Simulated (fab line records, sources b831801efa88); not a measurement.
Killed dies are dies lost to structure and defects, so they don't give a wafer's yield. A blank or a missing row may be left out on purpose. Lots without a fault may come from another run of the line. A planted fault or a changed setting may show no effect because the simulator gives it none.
Which tool did it? | flow sky130 | 13 lots, 39 wafers sampled, at 6 steps of a route of 708

WHAT THE GAUGES READ, wafer by wafer
SKY_VIA2_RS_MEAS_22: measures by four-point-probe.
lot  | measured     | on            | VIA2_W_RS (ohm/sq)
L713 | day 36 13:37 | film_metro-01 | 0.277 0.278 0.277
L715 | day 37 12:14 | film_metro-01 | 0.279 0.273 0.274
L714 | day 37 12:31 | film_metro-04 | 0.276 0.276 0.273
L716 | day 37 21:11 | film_metro-01 | 0.280 0.277 0.280
L717 | day 38 18:46 | film_metro-01 | 0.276 0.281 0.284
L719 | day 38 19:50 | film_metro-02 | 0.280 0.277 0.277
L720 | day 39 01:29 | film_metro-01 | 0.279 0.274 0.275
L721 | day 39 17:24 | film_metro-01 | 0.272 0.269 0.271
L723 | day 40 04:45 | film_metro-02 | 0.274 0.273 0.274
L724 | day 40 22:22 | film_metro-04 | 0.279 0.278 0.277
L726 | day 41 02:43 | film_metro-02 | 0.274 0.272 0.275
L728 | day 41 19:47 | film_metro-01 | 0.277 0.277 0.274
L731 | day 42 02:50 | film_metro-01 | 0.274 0.272 0.276

SKY_CAPM_OVL_MEAS_12.
lot  | measured     | on         | CAPM_OVL (nm)
L713 | day 37 16:17 | overlay-02 | 1.3 1.4 0.3
L715 | day 38 14:42 | overlay-02 | 3.4 2.9 3.6
L714 | day 38 15:00 | overlay-01 | 3.3 1.2 5.0
L716 | day 38 23:19 | overlay-01 | 0.2 0.6 -0.1
L717 | day 39 20:25 | overlay-02 | -1.5 0.0 1.5
L719 | day 39 21:14 | overlay-02 | 0.3 1.3 1.5
L720 | day 40 04:39 | overlay-02 | 0.7 0.9 0.2
L721 | day 40 17:55 | overlay-02 | 2.7 2.8 1.4
L723 | day 41 05:31 | overlay-01 | -1.4 -2.8 -0.1
L724 | day 41 23:04 | overlay-01 | 0.3 0.4 -0.1
L726 | day 42 02:37 | overlay-02 | 1.1 2.3 1.3
L728 | day 42 20:13 | overlay-02 | -2.4 -0.3 -0.9
L731 | day 43 02:59 | overlay-01 | 0.7 -0.7 -0.8

WHICH TOOL RAN EACH LOT (tool, then ch and the chambers of the sampled wafers, then the start)
lot  | SKY_VIA2_CMP_02               | SKY_VIA2_ETCH_14                   | SKY_VIA2_ETCH_15                   | SKY_VIA2_STRIP_16
L713 | cmp-01 ch 1,3, day 35 11:01   | rie_diel-01 ch 1,3, day 36 12:43   | rie_diel-01 ch 1,3, day 36 12:45   | plasma_asher-01 ch 1, day 36 12:49
L715 | cmp-02 ch 0,2,3, day 36 09:10 | rie_diel-01 ch 0,2, day 37 11:19   | rie_diel-01 ch 0,2, day 37 11:21   | plasma_asher-02 ch 0,1, day 37 11:25
L714 | cmp-01 ch 1,3, day 36 09:28   | rie_diel-03 ch 1,2, day 37 11:37   | rie_diel-03 ch 1,2, day 37 11:40   | plasma_asher-01 ch 0,1, day 37 11:44
L716 | cmp-01 ch 0,2,3, day 36 17:38 | rie_diel-04 ch 1,2,3, day 37 20:16 | rie_diel-04 ch 1,2,3, day 37 20:18 | plasma_asher-01 ch 0,1, day 37 20:22
L717 | cmp-01 ch 2,3, day 37 15:38   | rie_diel-01 ch 2,3, day 38 17:47   | rie_diel-01 ch 2,3, day 38 17:50   | plasma_asher-03 ch 0,1, day 38 17:54
L719 | cmp-01 ch 0,1, day 37 16:43   | rie_diel-01 ch 0,1,3, day 38 18:49 | rie_diel-01 ch 0,1,3, day 38 18:52 | plasma_asher-01 ch 0,1, day 38 18:57
L720 | cmp-02 ch 0,1,3, day 37 22:29 | rie_diel-04 ch 0,2,3, day 39 00:34 | rie_diel-04 ch 0,2,3, day 39 00:37 | plasma_asher-03 ch 0,1, day 39 00:40
L721 | cmp-02 ch 0,3, day 38 15:38   | rie_diel-01 ch 0,1,3, day 39 16:31 | rie_diel-01 ch 0,1,3, day 39 16:33 | plasma_asher-02 ch 0,1, day 39 16:37
L723 | cmp-01 ch 0,1,2, day 39 03:59 | rie_diel-01 ch 0,1, day 40 03:52   | rie_diel-01 ch 0,1, day 40 03:55   | plasma_asher-01 ch 0,1, day 40 03:58
L724 | cmp-01 ch 1,2,3, day 39 20:49 | rie_diel-01 ch 0,1,3, day 40 21:25 | rie_diel-01 ch 0,1,3, day 40 21:27 | plasma_asher-02 ch 0,1, day 40 21:31
L726 | cmp-01 ch 1,2,3, day 40 01:15 | rie_diel-04 ch 0,2, day 41 01:49   | rie_diel-04 ch 0,2, day 41 01:51   | plasma_asher-02 ch 0,1, day 41 01:55
L728 | cmp-01 ch 0,1,3, day 40 18:39 | rie_diel-04 ch 1,2,3, day 41 18:52 | rie_diel-04 ch 1,2,3, day 41 18:55 | plasma_asher-01 ch 0,1, day 41 18:58
L731 | cmp-02 ch 1,2, day 41 01:56   | rie_diel-03 ch 0,1, day 42 01:52   | rie_diel-03 ch 0,1, day 42 01:54   | plasma_asher-01 ch 0,1, day 42 02:00
- SKY_VIA2_CMP_02: polishes SiO2.
- SKY_VIA2_ETCH_14: etches BARC in N2/H2, stops on SiO2, time 45.9 s, target depth 60 nm.
- SKY_VIA2_ETCH_15: etches SiO2 in C4F8/O2/Ar, stops on TiN, target depth 546 nm, time 84 s.
- SKY_VIA2_STRIP_16: strips in O2/N2.

WHAT THE TOOLS THEMSELVES READ (means of the sampled wafers that have a number; where no wafer has one, the mark that the record gives instead)
SKY_VIA2_CMP_02.
lot  | tool   | motor_current_A (A)
L713 | cmp-01 | 12.6
L715 | cmp-02 | 12.6
L714 | cmp-01 | 12.1
L716 | cmp-01 | 12.2
L717 | cmp-01 | 12.7
L719 | cmp-01 | 11.0
L720 | cmp-02 | 13.3
L721 | cmp-02 | 13.1
L723 | cmp-01 | 11.6
L724 | cmp-01 | 12.1
L726 | cmp-01 | 12.2
L728 | cmp-01 | 11.8
L731 | cmp-02 | 12.2

SKY_VIA2_ETCH_14.
lot  | tool        | drypump_motor_current_A (A) | oes_product_au (a.u.) | throttle_valve_pct (%)
L713 | rie_diel-01 | 6.22                        | 0.856                 | 13.230
L715 | rie_diel-01 | 5.81                        | 0.855                 | 13.213
L714 | rie_diel-03 | 6.03                        | 0.859                 | 13.224
L716 | rie_diel-04 | 6.17                        | 0.856                 | 13.225
L717 | rie_diel-01 | 5.84                        | 0.853                 | 13.218
L719 | rie_diel-01 | 6.14                        | 0.857                 | 13.235
L720 | rie_diel-04 | 6.00                        | 0.854                 | 13.229
L721 | rie_diel-01 | 6.15                        | 0.856                 | 13.232
L723 | rie_diel-01 | 6.23                        | 0.855                 | 13.214
L724 | rie_diel-01 | 6.14                        | 0.852                 | 13.233
L726 | rie_diel-04 | 5.75                        | 0.851                 | 13.228
L728 | rie_diel-04 | 6.18                        | 0.854                 | 13.222
L731 | rie_diel-03 | 5.87                        | 0.855                 | 13.225

SKY_VIA2_ETCH_15.
lot  | tool        | oes_product_au (a.u.)
L713 | rie_diel-01 | 0.941
L715 | rie_diel-01 | 0.942
L714 | rie_diel-03 | 0.939
L716 | rie_diel-04 | 0.938
L717 | rie_diel-01 | 0.941
L719 | rie_diel-01 | 0.940
L720 | rie_diel-04 | 0.937
L721 | rie_diel-01 | 0.939
L723 | rie_diel-01 | 0.937
L724 | rie_diel-01 | 0.934
L726 | rie_diel-04 | 0.939
L728 | rie_diel-04 | 0.935
L731 | rie_diel-03 | 0.941

SKY_VIA2_STRIP_16.
lot  | tool            | drypump_motor_current_A (A) | oes_product_au (a.u.) | strip_time_to_endpoint_s (s)
L713 | plasma_asher-01 | 5.4                         | 0.402                 | 4.072
L715 | plasma_asher-02 | 5.8                         | 0.399                 | 4.046
L714 | plasma_asher-01 | 5.1                         | 0.403                 | 4.101
L716 | plasma_asher-01 | 5.1                         | 0.401                 | 4.036
L717 | plasma_asher-03 | 6.2                         | 0.398                 | 4.052
L719 | plasma_asher-01 | 5.1                         | 0.400                 | 4.044
L720 | plasma_asher-03 | 6.2                         | 0.401                 | 4.039
L721 | plasma_asher-02 | 5.8                         | 0.399                 | 4.057
L723 | plasma_asher-01 | 5.2                         | 0.403                 | 4.086
L724 | plasma_asher-02 | 5.8                         | 0.402                 | 4.086
L726 | plasma_asher-02 | 5.8                         | 0.400                 | 4.068
L728 | plasma_asher-01 | 5.2                         | 0.399                 | 4.040
L731 | plasma_asher-01 | 5.1                         | 0.396                 | 4.044

THE ANSWER, worked out from the rows above alone
Rule: what is usual is taken from the lots themselves. Put in order of their means at a reading, lots are off if they are a third of the lots or fewer, leave a main group of 4 or more, and stand apart from it by a gap of 3 or more times the standard deviation of the main group's means; of several such gaps the widest counts. A main group whose means are all the same, to the digits that the tables above print for the reading, isn't used. A lot without any number at a reading at which 4 lots or more have one is off too. The other lots that the step has rows for count as sound. The gauges are gone through in route order, then the tools' own readings, and for those a lot's mean is taken as printed above. The first step at which some lot is off is used, and at that step the reading that is off furthest; a lot without a number counts as furthest.
No lot is off at any reading shown: from this, nothing can be told.

WHAT THE SIMULATOR HAD PUT IN
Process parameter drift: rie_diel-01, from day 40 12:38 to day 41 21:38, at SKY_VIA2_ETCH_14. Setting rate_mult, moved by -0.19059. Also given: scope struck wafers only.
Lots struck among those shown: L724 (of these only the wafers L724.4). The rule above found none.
